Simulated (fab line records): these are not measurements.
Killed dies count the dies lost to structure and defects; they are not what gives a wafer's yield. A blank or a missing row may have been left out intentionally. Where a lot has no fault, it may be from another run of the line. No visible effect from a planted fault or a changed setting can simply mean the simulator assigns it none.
Chamber matching / flow sky130 / cmp-02 running SKY_CONTACT_CMP_04: 4 sister chambers
The step polishes SiO2. 4 wafers are shown with their chamber, then 9 later ones without.

== WAFERS, EACH WITH ITS CHAMBER ==
wafer=L839.1; chamber=0; motor_current_A (A)=11.1
wafer=L839.3; chamber=3; motor_current_A (A)=11.6
wafer=L840.3; chamber=2; motor_current_A (A)=10.9
wafer=L840.6; chamber=1; motor_current_A (A)=11.1

== WAFERS WHOSE CHAMBER IS MISSING ==
wafer=L841.1; motor_current_A (A)=10.9
wafer=L841.4; motor_current_A (A)=12.1
wafer=L841.5; motor_current_A (A)=11.7
wafer=L846.1; motor_current_A (A)=11.7
wafer=L846.3; motor_current_A (A)=11.5
wafer=L846.6; motor_current_A (A)=10.9
wafer=L847.1; motor_current_A (A)=10.9
wafer=L847.3; motor_current_A (A)=11.9
wafer=L847.6; motor_current_A (A)=10.8

== THE CHAMBER EACH PASSED THROUGH ==
wafer=L841.1; from the rows above=can't be placed: 2 or 0 or 1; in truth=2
wafer=L841.4; from the rows above=3; in truth=3
wafer=L841.5; from the rows above=3; in truth=3
wafer=L846.1; from the rows above=3; in truth=3
wafer=L846.3; from the rows above=can't be placed: 3 or 0 or 1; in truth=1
wafer=L846.6; from the rows above=can't be placed: 2 or 0 or 1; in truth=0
wafer=L847.1; from the rows above=can't be placed: 2 or 0 or 1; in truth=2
wafer=L847.3; from the rows above=3; in truth=3
wafer=L847.6; from the rows above=can't be placed: 2 or 0 or 1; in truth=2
4 of 9 placed correctly. Unplaceable from these rows: 5, with the true chamber sitting among the candidates in 5. Number placed wrongly: 0.
How it was worked out, from the rows above alone: a wafer's distance from a chamber is the root of the sum, over the readings, of the square of ((its reading less the chamber's mean) divided by the reading's scatter). The wafer belongs to the nearest chamber; if the next one is less than 2 further off, it can't be placed. A chamber's mean is the mean of its shown wafers. The scatter: root of mean squared gap, hidden wafer to nearest shown wafer, with one shown wafer a chamber.
